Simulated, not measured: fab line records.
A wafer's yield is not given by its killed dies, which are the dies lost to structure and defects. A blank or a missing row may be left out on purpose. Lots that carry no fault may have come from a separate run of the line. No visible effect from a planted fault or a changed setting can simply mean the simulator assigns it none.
Which tool did it? + flow sky130 + 7 lots with 21 wafers sampled at 2 steps, on a route of 708 steps

## WHAT EACH GAUGE READ, for each wafer
SKY_POLY_GATE_THK_MEAS_01.
| lot  | measured     | on            | POLY_GATE_CVD_00_THK (nm)           |
|------|--------------|---------------|-------------------------------------|
| L171 | day 14 05:29 | film-metro-02 | 177.5 179.8 178.2                   |
| L174 | day 16 00:05 | film-metro-02 | 181.5 179.2 181.0                   |
| L178 | day 16 23:38 | film-metro-02 | 181.9 182.7 180.7                   |
| L180 | day 18 00:52 | film-metro-02 | 188.8 188.3 189.2 188.9 188.5 189.3 |
| L188 | day 20 08:46 | film-metro-02 | 180.5 178.5 180.2                   |
| L190 | day 20 22:27 | film-metro-01 | 180.6 180.1 181.6                   |
| L192 | day 22 07:18 | film-metro-04 | 179.0 179.6 177.5                   |

## WHICH TOOL RAN EACH LOT (tool, then ch and the chambers of the sampled wafers, then the start)
| lot  | SKY_POLY_GATE_CVD_00        |
|------|-----------------------------|
| L171 | lpcvd-01 ch 0, day 14 04:16 |
| L174 | lpcvd-01 ch 1, day 15 22:52 |
| L178 | lpcvd-01 ch 0, day 16 22:26 |
| L180 | lpcvd-01 ch 1, day 17 23:39 |
| L188 | lpcvd-01 ch 0, day 20 07:34 |
| L190 | lpcvd-01 ch 0, day 20 21:14 |
| L192 | lpcvd-01 ch 1, day 22 05:29 |
- SKY_POLY_GATE_CVD_00: deposits poly-Si, target thk 180 nm, time 720 s.

## THE ANSWER, worked out from the rows above alone
Rule: usual is defined by the lots themselves. The widest of any qualifying gaps counts: lots, ordered by their means at a reading, are off when they make up no more than a third of the lots, leave a main group of 4 or more, and stand apart from it by 3 or more times the standard deviation of that group's means. Not used: any main group whose means are identical at the precision the tables above print for the reading. A lot without any number at a reading at which 4 lots or more have one is off too. The other lots that the step has rows for count as sound.
Off: L180, at SKY_POLY_GATE_THK_MEAS_01 (POLY_GATE_CVD_00_THK). The main group: mean 180.0 nm, standard deviation 1.2.
A tool fits if, at a process step before that reading, it ran every lot that is off, and no sound lot after the first of them. Gauges at SKY_POLY_GATE_THK_MEAS_01: tried the same way as those tools. Not one of the candidates tried fits.

## WHAT WAS PUT IN BY THE SIMULATOR
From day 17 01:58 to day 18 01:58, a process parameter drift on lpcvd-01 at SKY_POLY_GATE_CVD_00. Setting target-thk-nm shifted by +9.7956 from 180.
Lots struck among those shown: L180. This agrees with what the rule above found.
